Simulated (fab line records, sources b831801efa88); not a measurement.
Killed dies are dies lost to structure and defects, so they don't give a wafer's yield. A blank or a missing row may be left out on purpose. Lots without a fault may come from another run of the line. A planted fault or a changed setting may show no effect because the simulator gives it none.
fab line records | flow sky130
record lots=5 wafers=15 last_day=50
route steps=708 shown LI_CONTACT@365 PAD_OPEN@708
lots that met no fault: from a run of the same line without faults
start_h: hours from the record's first day to the start of the lot's first wafer shown | wait_h: hours since the lot's step before | " the same as in the row above | L1.1+2: a row that stands for several wafers | - no value, or no start given | * or withheld: withheld | < > ~ a bound
route shown NAME@n: a module of which the file shows steps, and the number in the route of the first | usual: mean/standard deviation of fault-free wafers | same: alike in all rows | chamber/n: place in a boat | sites: the reading at each site | _std_site: their standard deviation | _edge_site: outer sites' mean less inner sites' | radius_mm: how far each site lies from the wafer's centre | mask NAME#n: copy n | behind: the tool/chamber that last shaped the wafer | hold: why the lot was held/for how many hours/how that ended | device: the transistor (n, p or np) that didn't switch | end of line: the same wafers' tests at the end of the route | a step without rows: its recipe alone | killed: dies lost to structure and defects at the first sort, not the wafer's yield | map: a wafer's dies, x killed, . not, _ none there
set.NAME: the setting as run; set.NAME@STEP: as run at that earlier step | model.NAME: the simulator's own value behind a step, which no gauge read
lots at some steps of the route; a table a step, a row a wafer
services: from which hour (start_h, from the record's first day; less than 0 if before it) a tool's chamber was out of use, for how many hours, and why
## steps
# step SKY_LI_CONTACT_BOW_MEAS_03
# recipe mode=bow
# usual LI_CONTACT_BOW=56/7.1
# columns lot.wafer tool chamber start_h wait_h LI_CONTACT_BOW[um]
L150.1 film_metro-01 - 650.50 0.1 53
L150.4 " - " " 52
L150.5 " - " " 59
L157.2 film_metro-03 - 718.83 0.3 59
L157.4 " - " " 59
L157.6 " - " " 61
L166.1 film_metro-03 - 785.36 0.2 60
L166.2 " - " " 61
L166.5 " - " " 56
L171.1 film_metro-01 - 820.85 0.2 50
L171.5 " - " " 52
L171.6 " - " " 59
L172.2 film_metro-03 - 825.39 0.2 43
L172.5 " - " " 64
L172.6 " - " " 42
# step SKY_LI_CONTACT_DEHYDRATE_04
# recipe temp_c=200 time_s=60
# step SKY_LI_CONTACT_HMDS_05
# recipe prime_time_s=60 prime_temp_c=120
# step SKY_LI_CONTACT_COAT_06
# recipe resist=BARC temp_c=withheld time_s=withheld spin_rpm=3000 resist_thk_nm=60
# step SKY_LI_CONTACT_COAT_07
# recipe resist=KrF-thick spin_rpm=3000 resist_thk_nm=450
# step SKY_LI_CONTACT_SOFTBAKE_08
# recipe temp_c=100 time_s=90 resist=KrF-thick
# step SKY_LI_CONTACT_EXPOSE_09
# recipe mask_id=LICM1 na=0.8 source_shape=annular sigma_inner=0.55 sigma_outer=0.85 target_cd_nm=170 dose_mj=38
# step SKY_LI_CONTACT_PEB_10
# recipe peb_temp_c=withheld peb_time_s=withheld resist=KrF-thick
# step SKY_LI_CONTACT_DEVELOP_11
# recipe develop_time_s=58.31 resist=KrF-thick dev_temp_c=21
# step SKY_LI_CONTACT_CD_MEAS_12
# recipe target_cd_nm=170
# usual cd_nm=169.8/1.7
# columns lot.wafer tool chamber start_h wait_h cd_nm
L150.1 cd_sem-02 - 679.38 - 171.1
L150.4 " - " " 171.8
L150.5 " - " " 171.6
L157.2 cd_sem-02 - 746.05 - 168.3
L157.4 " - " " 170.0
L157.6 " - " " 168.9
L166.1 cd_sem-01 - 811.43 - 172.6
L166.2 " - " " 171.1
L166.5 " - " " 172.3
L171.1 cd_sem-01 - 846.47 - 168.9
L171.5 " - " " 169.3
L171.6 " - " " 169.6
L172.2 cd_sem-02 - 851.85 - 169.8
L172.5 " - " " 169.4
L172.6 " - " " 170.2
# step SKY_LI_CONTACT_OVL_MEAS_13
# usual LI_CONTACT_OVL=2/5.2
# columns lot.wafer tool chamber start_h wait_h LI_CONTACT_OVL[nm]
L150.1 overlay-01 - 679.50 0.1 6
L150.4 " - " " 4
L150.5 " - " " 7
L157.2 overlay-02 - 746.16 0.1 8
L157.4 " - " " 7
L157.6 " - " " 13
L166.1 overlay-01 - 811.55 0.1 9
L166.2 " - " " 7
L166.5 " - " " 2
L171.1 overlay-01 - 846.59 0.1 -2
L171.5 " - " " 1
L171.6 " - " " -7
L172.2 overlay-02 - 851.95 0.1 7
L172.5 " - " " 0
L172.6 " - " " 6
# step SKY_LI_CONTACT_ETCH_14
# recipe chemistry=N2/H2 target=BARC ion_energy_ev=200 source_w=500 bias_w=100 pressure_mtorr=30 n2_flow_sccm=100 h2_flow_sccm=200 stop_on=SiO2 time_s=45.9 target_depth_a=600
# usual drypump_motor_current_A=5.4/0.42 oes_product_au=0.855/0.0047 throttle_valve_pct=13.225/0.0094
# columns lot.wafer tool chamber start_h wait_h drypump_motor_current_A oes_product_au rf_hours_counter_h throttle_valve_pct
L150.1 rie_diel-01 1 679.53 0.0 6.0 0.851 8 13.227
L150.4 " 2 " " 5.7 0.853 63 13.210
L150.5 " 1 " " 6.0 0.865 - 13.223
L157.2 rie_diel-02 3 746.19 0.0 4.6 0.860 6 13.230
L157.4 " 2 " " 5.4 0.858 8 13.225
L157.6 " 0 " " 5.3 0.862 - 13.225
L166.1 rie_diel-02 3 811.59 0.0 4.6 0.851 7 13.220
L166.2 " 0 " " 5.3 0.859 6 13.230
L166.5 " 0 " " 5.3 0.859 - 13.228
L171.1 rie_diel-01 2 846.63 0.0 5.7 0.849 4 13.219
L171.5 " 1 " " 6.0 0.858 - 13.221
L171.6 " 2 " " 5.7 0.861 - 13.239
L172.2 rie_diel-01 2 851.98 0.0 5.7 0.852 4 13.232
L172.5 " 2 " " 5.7 0.857 - 13.234
L172.6 " 1 " " 6.0 0.850 - 13.226
# step SKY_LI_CONTACT_ETCH_15
# recipe target=PSG chemistry=C4F8/O2/Ar stop_on=Si taper_deg=4.15 mask_material=KrF-thick source_w=1500 bias_w=1200 pressure_mtorr=40 c4f8_flow_sccm=withheld O2_flow_sccm=6 Ar_flow_sccm=300 time_s=withheld target_depth_a=6000
# usual oes_product_au=0.837/0.0046
# columns lot.wafer tool chamber start_h wait_h oes_product_au model.KrF-thick_of_LI_CONTACT_COAT_07.thk_nm
L150.1 rie_diel-01 1 679.57 0.0 0.834 235.3
L150.4 " 2 " " 0.834 224.2
L150.5 " 1 " " 0.830 232.7
L157.2 rie_diel-02 3 746.23 0.0 0.841 233.4
L157.4 " 2 " " 0.840 234.1
L157.6 " 0 " " 0.832 261.5
L166.1 rie_diel-02 3 811.63 0.0 0.832 231.3
L166.2 " 0 " " 0.833 229.7
L166.5 " 0 " " 0.847 230
L171.1 rie_diel-01 2 846.67 0.0 0.842 226.5
L171.5 " 1 " " 0.836 231
L171.6 " 2 " " 0.833 228.1
L172.2 rie_diel-01 2 852.02 0.0 0.834 229.2
L172.5 " 2 " " 0.842 229.3
L172.6 " 1 " " 0.835 231.3
# step SKY_LI_CONTACT_STRIP_16
# recipe chemistry=O2/N2 power_w=1400 pressure_mtorr=1500 platen_temp_c=withheld o2_flow_sccm=3000 n2_flow_sccm=300 overash_fraction=0.5
# usual drypump_motor_current_A=5.8/0.47 oes_product_au=0.376/0.0049 strip_time_to_endpoint_s=3.49/0.034
# columns lot.wafer tool chamber start_h wait_h drypump_motor_current_A oes_product_au rf_hours_counter_h strip_time_to_endpoint_s
L150.1 plasma_asher-02 0 679.66 - 6.4 0.384 83 3.53
L150.4 " 1 " " 5.8 0.371 - 3.42
L150.5 " 1 " " 5.7 0.376 - 3.52
L157.2 plasma_asher-02 0 746.32 - 6.4 0.379 91 3.52
L157.4 " 0 " " 6.4 0.376 - 3.54
L157.6 " 1 " " 5.7 0.385 - 3.82
L166.1 plasma_asher-03 0 811.72 - 6.3 0.378 7 3.49
L166.2 " 1 " " 5.5 0.371 7 3.48
L166.5 " 1 " " 5.4 0.371 - 3.48
L171.1 plasma_asher-01 0 846.76 - 5.0 0.369 71 3.44
L171.5 " 0 " " 5.0 0.374 - 3.50
L171.6 " 1 " " 5.7 0.375 - 3.45
L172.2 plasma_asher-01 1 852.11 - 5.6 0.369 71 3.46
L172.5 " 0 " " 5.0 0.369 - 3.46
L172.6 " 1 " " 5.6 0.371 - 3.51
# step SKY_LI_CONTACT_CLEAN_17
# recipe chemistry=NMP time_s=600 temp_c=60 dry=n2_spin
# step SKY_PAD_OPEN_PROBE_99
# usual killed_at_M0_to_M3=44/7 killed_at_M4_up=3.0/1.8 killed_at_contacts=24/4.9 killed_at_front_end=15/5 killed_at_other=0.2/0.53 killed_dies=87/8.7 killed_open=48/6.8 killed_short=39/5.7
# same gross_dies=492 killed_at_back_side=0
# columns lot.wafer tool chamber start_h wait_h killed_at_M0_to_M3 killed_at_M4_up killed_at_contacts killed_at_front_end killed_at_other killed_dies killed_open killed_short model.etest.licon_pdiff.rc_ohm model.etest.pfet_01v8.r_on_ohm_um model.etest.nfet_g5v0d10v5.r_on_ohm_um model.etest.nfet_01v8.r_on_ohm_um model.etest.licon_ndiff.rc_ohm model.etest.licon_high_po.rc_ohm model.etest.sonos_uncharged.r_on_ohm_um model.etest.licon_poly.rc_ohm
L150.1 prober-02 - 1075.55 0.1 43 4 24 19 0 90 52 38 593 2763 1849 819.2 181.5 347.2 801.2 152.6
L150.4 prober-02 - 1075.70 0.2 42 1 30 16 1 90 43 47 552 2783 1849 812.8 174 336.4 804.9 146.7
L150.5 prober-02 - 1075.75 0.2 49 7 25 25 0 106 55 51 563.2 2857 1861 832.8 180 352.7 819.6 144.9
L157.2 prober-01 - 1127.74 0.1 27 2 36 21 0 86 55 31 629.1 2994 1940 839.8 190.8 382.5 824.1 162
L157.4 prober-01 - 1127.84 0.2 44 1 25 14 0 84 43 41 590.3 2913 1918 816.5 182.3 362.4 814.9 155.9
L157.6 prober-01 - 1127.94 0.2 39 2 26 13 0 80 40 40 702.9 3048 1964 867.1 235.2 391.3 835.7 172.5
L166.1 prober-02 - 1171.34 0.1 44 1 17 12 0 74 44 30 581.9 2928 1845 802.6 182.3 360.2 818 152.9
L166.2 prober-02 - 1171.39 0.1 41 5 31 12 0 89 46 43 579.3 2887 1826 820 180.4 361.8 814.4 155.3
L166.5 prober-02 - 1171.54 0.2 58 2 20 11 1 92 48 44 570.6 2850 1818 812 175.3 336.7 808.4 152.3
L171.1 prober-01 - 1194.78 0.1 53 3 31 18 0 105 63 42 583.2 2957 1879 834.4 183.4 350.2 817.1 154.1
L171.5 prober-01 - 1194.98 0.2 55 5 25 10 1 96 57 39 588.8 2922 1876 830.2 181.3 354.7 804 154.4
L171.6 prober-01 - 1195.03 0.2 47 4 24 17 0 92 51 41 568.5 2910 1876 818.9 183.5 345 801.9 151.9
L172.2 prober-02 - 1199.54 0.1 49 2 18 9 0 78 47 31 569.7 2904 1897 855.6 181 350.6 809.9 148.2
L172.5 prober-02 - 1199.69 0.2 35 1 33 13 0 82 50 32 572.7 2919 1882 867.5 180.2 346.6 816.8 150.3
L172.6 prober-02 - 1199.74 0.2 41 1 25 18 0 85 52 33 582.8 2894 1913 847.8 177.9 348.9 820 147.6
# killed by level:class
L150.1 VIA1:geometric_particle:open=10 CONTACT:geometric_particle:open=8 LI_CONTACT:geometric_particle:open=7 VIA3:geometric_particle:open=7 FIELD_ISO:geometric_particle:short=6 VIA2:geometric_particle:open=6 METAL2:geometric_particle:short=5 POLY_GATE:geometric_particle:open=4
L150.4 VIA1:geometric_particle:open=15 CONTACT:geometric_particle:open=9 CONTACT:geometric_particle:short=7 VIA1:geometric_particle:short=7 LI_CONTACT:geometric_particle:short=6 METAL1:geometric_particle:short=5 POLY_GATE:geometric_particle:short=5 FIELD_ISO:geometric_particle:short=4
L150.5 CONTACT:geometric_particle:open=13 METAL1:geometric_particle:short=10 VIA1:geometric_particle:open=10 METAL2:geometric_particle:short=7 LI_CONTACT:geometric_particle:open=6 VIA1:geometric_particle:short=6 VIA2:geometric_particle:open=6 FIELD_ISO:geometric_particle:short=5
L157.2 CONTACT:geometric_particle:open=16 LI_CONTACT:geometric_particle:open=9 VIA1:geometric_particle:open=7 FIELD_ISO:geometric_particle:short=6 VIA2:geometric_particle:open=6 FIELD_ISO:geometric_particle:open=5 LOCAL_INTERCONNECT:geometric_particle:short=5 POLY_GATE:geometric_particle:open=4
L157.4 VIA1:geometric_particle:open=9 LI_CONTACT:geometric_particle:open=7 CONTACT:geometric_particle:open=7 VIA3:geometric_particle:open=6 VIA2:geometric_particle:open=6 CONTACT:geometric_particle:short=5 LOCAL_INTERCONNECT:geometric_particle:short=5 METAL1:geometric_particle:short=5
L157.6 LI_CONTACT:geometric_particle:open=10 VIA1:geometric_particle:open=7 CONTACT:geometric_particle:short=7 VIA3:geometric_particle:open=7 CONTACT:geometric_particle:open=6 POLY_GATE:geometric_particle:short=5 METAL1:geometric_particle:short=5 VIA2:geometric_particle:open=5
L166.1 VIA1:geometric_particle:open=10 CONTACT:geometric_particle:open=8 VIA2:geometric_particle:open=8 LI_CONTACT:geometric_particle:open=6 VIA1:geometric_particle:short=6 FIELD_ISO:geometric_particle:open=4 FIELD_ISO:geometric_particle:short=4 METAL1:geometric_particle:short=4
L166.2 LI_CONTACT:geometric_particle:open=10 CONTACT:geometric_particle:open=8 METAL2:geometric_particle:short=7 VIA2:geometric_particle:open=7 VIA3:geometric_particle:open=7 VIA1:geometric_particle:open=6 LI_CONTACT:geometric_particle:short=5 VIA1:geometric_particle:short=5
L166.5 VIA1:geometric_particle:open=15 VIA1:geometric_particle:short=9 METAL2:geometric_particle:short=7 METAL1:geometric_particle:short=6 VIA2:geometric_particle:open=6 CONTACT:geometric_particle:open=5 METAL1:geometric_particle:open=5 CONTACT:geometric_particle:short=4
L171.1 CONTACT:geometric_particle:open=13 VIA1:geometric_particle:open=10 VIA3:geometric_particle:open=10 LI_CONTACT:geometric_particle:open=8 VIA2:geometric_particle:open=8 POLY_GATE:geometric_particle:short=6 VIA1:geometric_particle:short=6 LOCAL_INTERCONNECT:geometric_particle:short=5
L171.5 VIA2:geometric_particle:open=11 VIA1:geometric_particle:open=10 CONTACT:geometric_particle:open=9 METAL1:geometric_particle:short=8 LI_CONTACT:geometric_particle:open=6 VIA1:geometric_particle:short=6 CONTACT:geometric_particle:short=5 VIA3:geometric_particle:open=4
L171.6 VIA1:geometric_particle:open=10 VIA3:geometric_particle:open=8 LI_CONTACT:geometric_particle:open=7 VIA1:geometric_particle:short=7 CONTACT:geometric_particle:short=6 CONTACT:geometric_particle:open=6 VIA2:geometric_particle:open=6 POLY_GATE:geometric_particle:open=4
L172.2 VIA1:geometric_particle:open=10 VIA3:geometric_particle:open=8 VIA2:geometric_particle:open=7 METAL2:geometric_particle:short=6 LI_CONTACT:geometric_particle:open=5 CONTACT:geometric_particle:open=5 VIA3:geometric_particle:short=5 VIA2:geometric_particle:short=4
L172.5 CONTACT:geometric_particle:open=11 LI_CONTACT:geometric_particle:open=9 LOCAL_INTERCONNECT:geometric_particle:short=8 VIA1:geometric_particle:open=8 VIA2:geometric_particle:open=6 FIELD_ISO:geometric_particle:open=4 VIA1:geometric_particle:short=4 METAL1:geometric_particle:short=4
L172.6 VIA1:geometric_particle:open=12 CONTACT:geometric_particle:open=11 VIA2:geometric_particle:open=8 CONTACT:geometric_particle:short=6 POLY_GATE:geometric_particle:short=5 LI_CONTACT:geometric_particle:open=5 METAL1:geometric_particle:short=5 VIA3:geometric_particle:short=5
## services
# columns tool chamber start_h hours kind
rie_diel-01 1 658.91 12.7 repair
rie_diel-01 2 685.24 14.9 repair
plasma_asher-03 - 686.24 0.8 repair
rie_diel-01 2 700.16 - clean
rie_diel-01 2 700.16 27.8 scheduled_down
rie_diel-01 2 700.16 27.8 vent_cycle
plasma_asher-03 - 711.85 7.6 repair
plasma_asher-03 - 733.75 9.0 pm
plasma_asher-03 0 733.75 9.0 vent_cycle
plasma_asher-03 1 733.75 9.0 vent_cycle
plasma_asher-03 0 742.75 - clean
plasma_asher-03 1 742.75 - clean
rie_diel-02 - 782.14 14.6 pm
plasma_asher-01 - 786.97 1.5 repair
plasma_asher-02 - 797.28 6.6 repair
rie_diel-01 3 805.35 5.3 repair
plasma_asher-02 - 806.55 0.7 repair
rie_diel-02 2 809.07 3.5 repair
plasma_asher-02 - 814.75 4.6 repair
plasma_asher-02 - 836.99 0.7 repair
rie_diel-01 2 839.68 6.2 repair
rie_diel-01 3 845.38 7.9 repair
## key
first_sign step=SKY_LI_CONTACT_STRIP_16 reading=strip_time_to_endpoint_s direction=up sigmas=9.7 usual=* struck=*
effect none on later readings
model_effect step=SKY_LI_CONTACT_ETCH_15 value=KrF-thick_of_LI_CONTACT_COAT_07.thk_nm without=230.1 struck=261.5
model_effect step=SKY_PAD_OPEN_PROBE_99 value=etest.licon_pdiff.rc_ohm without=595.6 struck=702.9
met_at SKY_LI_CONTACT_ETCH_15
struck_wafers L157.6
tester_left_out L157
fault kind=process_parameter_drift tool=rie_diel-02 chamber=0 onset_h=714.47 steps=SKY_LI_CONTACT_ETCH_15 channel=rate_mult offset=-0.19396 shape=step end_h=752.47
# tester_left_out: of these lots the tester's yield and bins aren't shown, on N5 and GAA mostly nor the transistor test; their killed dies are dies lost to structure and defects alone, not to doping, threshold or leakage, so they don't give the yield
